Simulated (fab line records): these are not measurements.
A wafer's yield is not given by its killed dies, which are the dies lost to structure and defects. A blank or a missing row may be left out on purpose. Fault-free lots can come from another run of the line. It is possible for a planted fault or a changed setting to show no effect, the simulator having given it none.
fab line records	flow sfqLine
[record] lots = 6	wafers = 18	lastDay = 88
route steps=325 shown I7@303 M8@311
lots that met no fault: from a run of the same line without faults
startH: the number of hours between the record's first day and the start of the first shown wafer of the lot	waitH: time in hours since the lot's previous step	" the same as in the row above	L1.1+2: several wafers, shown together as one row	- no value, or no start given	* or withheld: withheld	< > ~ a bound
route shown NAME@n: NAME is a module with steps in the file, n the number in the route of the first one	usual: mean/standard deviation taken from wafers without a fault	same: alike in all rows	chamber/n: place in a boat	sites: readings site by site	_std_site: the values' standard deviation	_edge_site: mean of outer sites minus mean of inner sites	radiusMm: how far each site lies from the wafer's centre	mask NAME#n: copy n	behind: the tool/chamber that last shaped the wafer	hold: cause of the lot's hold/its duration in hours/its outcome	device: whichever transistor did not switch (one of n, p or np)	end of line: tests run on the same wafers once the route is complete	a step given without rows: its recipe and nothing more	killed: not the wafer's yield, but the dies lost to structure and defects at the first sort	map: dies across one wafer; x = killed, . = not, _ = none there
set.NAME: the setting that was run; set.NAME@STEP: the one run at that earlier step	model.NAME: the simulator's own value behind a step, which no gauge read
lots at selected steps of the route; one table per step, one row per wafer
services: from which hour (startH, from the record's first day; less than 0 if before it) a tool's chamber was out of use, for how many hours, and why
[[steps]]
[step SFQ_TRILAYER_I7_VIA_LITHO_EXPOSE_188]
[recipe] maskId = I7	na = 0.6	sourceShape = conventional	sigmaOuter = 0.65	targetCdNm = 1000	doseMj = 21.3
[step SFQ_TRILAYER_I7_VIA_LITHO_PEB_190]
[recipe] pebTempC = 115	pebTimeS = 60	resist = KrF
[step SFQ_TRILAYER_I7_VIA_LITHO_DEVELOP_189]
[recipe] timeS = 60	resist = KrF
[step SFQ_I7_OVL_MEAS_947]
[usual] I7_OVL = -1/5.4
lot.wafer	tool	chamber	startH	waitH	I7_OVL[nm]
L940.1	overlay-02	-	1872.52	0.1	4
L940.2	"	-	"	"	7
L940.5	"	-	"	"	5
L944.1	overlay-02	-	1927.31	0.1	2
L944.5	"	-	"	"	-1
L944.6	"	-	"	"	2
L945.1	overlay-02	-	1932.11	0.1	-5
L945.3	"	-	"	"	-6
L945.6	"	-	"	"	-1
L946.2	overlay-02	-	1933.44	0.1	2
L946.3	"	-	"	"	5
L946.6	"	-	"	"	8
L956.3	overlay-01	-	2052.36	0.1	-6
L956.4	"	-	"	"	-6
L956.6	"	-	"	"	-3
L957.2	overlay-01	-	2109.83	0.1	-5
L957.4	"	-	"	"	-1
L957.5	"	-	"	"	1
[step SFQ_TRILAYER_I7_VIA_BARC_OPEN_VIA_ETCH_260]
[recipe] maskMaterial = PR	chemistry = O2	targetDepthNm = 125	target = BARC	sourceW = 500	biasW = 80	pressureMtorr = 30	timeS = 41.7
[usual] drypumpMotorCurrentA = 5.9/0.53	oesProductAu = 0.685/0.005
lot.wafer	tool	chamber	startH	waitH	drypumpMotorCurrentA	oesProductAu	rfHoursCounterH
L940.1	rieDiel-02	1	1872.55	0.0	6.2	0.682	19
L940.2	"	2	"	"	6.0	0.679	15
L940.5	"	0	"	"	6.1	0.681	-
L944.1	rieDiel-03	2	1927.34	0.0	5.0	0.680	16
L944.5	"	0	"	"	4.9	0.690	-
L944.6	"	3	"	"	6.1	0.680	-
L945.1	rieDiel-02	0	1932.14	0.0	6.1	0.686	8
L945.3	"	1	"	"	6.3	0.685	0
L945.6	"	2	"	"	6.0	0.686	-
L946.2	rieDiel-03	1	1933.47	0.0	6.3	0.686	3
L946.3	"	2	"	"	5.0	0.680	16
L946.6	"	3	"	"	6.1	0.690	-
L956.3	rieDiel-02	2	2052.39	0.0	6.0	0.682	19
L956.4	"	2	"	"	6.0	0.695	-
L956.6	"	3	"	"	5.6	0.686	-
L957.2	rieDiel-02	2	2109.86	0.0	6.0	0.683	20
L957.4	"	0	"	"	6.1	0.695	11
L957.5	"	2	"	"	6.0	0.687	-
[step SFQ_TRILAYER_I7_VIA_ETCH_VIA_ETCH_190]
[recipe] target = SiO2	stopOn = Nb	maskMaterial = PR	taperDeg = 20	chemistry = CHF3	targetDepthNm = 260	sourceW = 500	biasW = 80	pressureMtorr = 30	timeS = withheld
[usual] drypumpMotorCurrentA = 5.9/0.53	oesProductAu = 0.855/0.0051
lot.wafer	tool	chamber	startH	waitH	drypumpMotorCurrentA	oesProductAu
L940.1	rieDiel-02	1	1872.59	0.0	6.2	0.857
L940.2	"	2	"	"	6.0	0.859
L940.5	"	0	"	"	6.1	0.855
L944.1	rieDiel-03	2	1927.38	0.0	5.0	0.857
L944.5	"	0	"	"	4.9	0.856
L944.6	"	3	"	"	6.0	0.854
L945.1	rieDiel-02	0	1932.18	0.0	6.1	0.851
L945.3	"	1	"	"	6.3	0.861
L945.6	"	2	"	"	6.0	0.853
L946.2	rieDiel-03	1	1933.51	0.0	6.3	0.858
L946.3	"	2	"	"	5.0	0.848
L946.6	"	3	"	"	6.1	0.860
L956.3	rieDiel-02	2	2052.42	0.0	6.1	0.848
L956.4	"	2	"	"	6.1	0.858
L956.6	"	3	"	"	5.6	0.855
L957.2	rieDiel-02	2	2109.90	0.0	6.0	0.856
L957.4	"	0	"	"	6.1	0.858
L957.5	"	2	"	"	6.0	0.853
[step SFQ_TRILAYER_I7_VIA_STRIP_STRIP_191]
[recipe] gas = O2	powerW = 200	platenTempC = 40	overashFraction = 0.65	chemistry = O2	pressureMtorr = 50
[usual] drypumpMotorCurrentA = 5.49/0.2	oesProductAu = 1.007/0.0098
lot.wafer	tool	chamber	startH	waitH	drypumpMotorCurrentA	oesProductAu	rfHoursCounterH
L940.1	rieMetal-03	1	1872.71	-	5.80	1.003	107
L940.2	"	0	"	"	5.15	1.018	42
L940.5	"	1	"	"	5.77	0.994	-
L944.1	rieMetal-01	1	1927.50	-	5.65	1.007	19
L944.5	"	1	"	"	5.59	1.004	-
L944.6	"	0	"	"	5.41	1.004	-
L945.1	rieMetal-03	0	1932.30	-	5.21	1.017	51
L945.3	"	0	"	"	5.15	1.025	-
L945.6	"	1	"	"	5.78	1.003	-
L946.2	rieMetal-01	0	1933.62	-	5.38	1.003	52
L946.3	"	0	"	"	5.43	0.995	-
L946.6	"	0	"	"	5.41	0.996	-
L956.3	rieMetal-04	0	2052.74	-	5.58	0.998	-
L956.4	"	1	"	"	5.56	1.003	-
L956.6	"	1	"	"	5.55	1.004	-
L957.2	rieMetal-03	0	2110.02	-	5.11	1.016	73
L957.4	"	0	"	"	5.15	1.006	-
L957.5	"	0	"	"	5.12	1.011	-
[step SFQ_TRILAYER_I7_VIA_STRIP_SOLV_CLEAN_192]
[recipe] chemistry = NMP	tempC = 70	timeS = 600
[step SFQ_TRILAYER_M8_LITHO_LOR_COAT_197]
[recipe] resist = lift-off	spinRpm = 3000
[step SFQ_TRILAYER_M8_LITHO_LOR_BAKE_198]
[recipe] resist = lift-off	tempC = withheld	timeS = withheld
[step SFQ_TRILAYER_M8_LITHO_COAT_193]
[recipe] resist = KrF	spinRpm = 3000	resistThkNm = 600
[step SFQ_TRILAYER_M8_LITHO_SOFTBAKE_199]
[recipe] tempC = withheld	timeS = withheld	resist = KrF
[step SFQ_TRILAYER_M8_LITHO_EXPOSE_194]
[recipe] maskId = M8	na = 0.6	sourceShape = conventional	sigmaOuter = 0.65	targetCdNm = 2000	doseMj = 14.4
[usual] exposureDoseMJCm2 = 14.400/0.014	focusOffsetNm = 0.0/0.53
lot.wafer	tool	chamber	startH	waitH	mask	exposureDoseMJCm2	focusOffsetNm
L940.1	krfScanner-01	0	1981.10	-	M8#0	14.397	-0.1
L940.2	"	0	"	"	M8#0	14.410	-0.5
L940.5	"	0	"	"	M8#0	14.403	0.3
L944.1	krfScanner-01	0	2025.55	-	M8#0	14.408	-1.1
L944.5	"	0	"	"	M8#0	14.389	0.1
L944.6	"	0	"	"	M8#0	14.406	-0.4
L945.1	krfScanner-01	-	2027.95	-	M8#0	-	-
L945.3	"	-	"	"	M8#0	-	-
L945.6	"	-	"	"	M8#0	-	-
L946.2	krfScanner-01	-	2030.55	-	M8#0	-	-
L946.3	"	-	"	"	M8#0	-	-
L946.6	"	-	"	"	M8#0	-	-
L956.3	krfScanner-01	0	2107.53	-	M8#0	14.415	0.0
L956.4	"	0	"	"	M8#0	14.417	0.3
L956.6	"	0	"	"	M8#0	14.412	-0.4
L957.2	krfScanner-01	0	2118.13	-	M8#0	14.404	1.0
L957.4	"	0	"	"	M8#0	14.385	0.8
L957.5	"	0	"	"	M8#0	14.410	-0.2
[step SFQ_TRILAYER_M8_LITHO_PEB_196]
[recipe] pebTempC = 115	pebTimeS = 60	resist = KrF
[[services]]
tool	chamber	startH	hours	kind
rieDiel-03	2	1853.90	13.9	repair
krfScanner-01	-	1855.63	0.8	pm
krfScanner-01	-	1862.20	1.2	repair
krfScanner-01	-	1876.85	1.3	pm
rieDiel-03	1	1881.17	2.7	repair
krfScanner-01	-	1884.06	0.8	pm
rieDiel-02	0	1898.81	30.8	repair
rieDiel-02	-	1912.09	15.6	pm
rieDiel-03	2	1948.31	9.1	repair
rieDiel-02	-	1956.03	0.5	repair
rieDiel-02	0	1958.56	5.9	repair
rieDiel-02	-	1984.80	14.6	pm
krfScanner-01	-	1999.42	1.0	pm
krfScanner-01	-	2004.29	2.2	repair
rieDiel-03	2	2012.37	3.1	repair
rieDiel-03	-	2028.52	28.1	pm
rieDiel-02	0	2043.47	16.9	repair
krfScanner-01	-	2049.55	1.3	pm
krfScanner-01	-	2052.86	0.8	pm
rieDiel-02	2	2069.61	4.0	repair
rieDiel-03	1	2080.75	4.7	repair
krfScanner-01	-	2086.13	21.0	pm
rieDiel-03	0	2088.21	9.8	repair
rieDiel-02	2	2091.25	1.5	repair
[[key]]
[firstSign] step = SFQ_TRILAYER_M8_LITHO_EXPOSE_194	reading = toolRecord	direction = missing
effect none on later readings
metAt SFQ_TRILAYER_M8_LITHO_EXPOSE_194
struckWafers L945.1,L945.3,L945.6,L946.2,L946.3,L946.6
onsetBetween 2025.55 2027.95
[fault] kind = skippedStepWhole	tool = krfScanner-01	chamber = -	onsetH = 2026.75	steps = SFQ_TRILAYER_M8_LITHO_EXPOSE_194	scope = struckLotsOnly
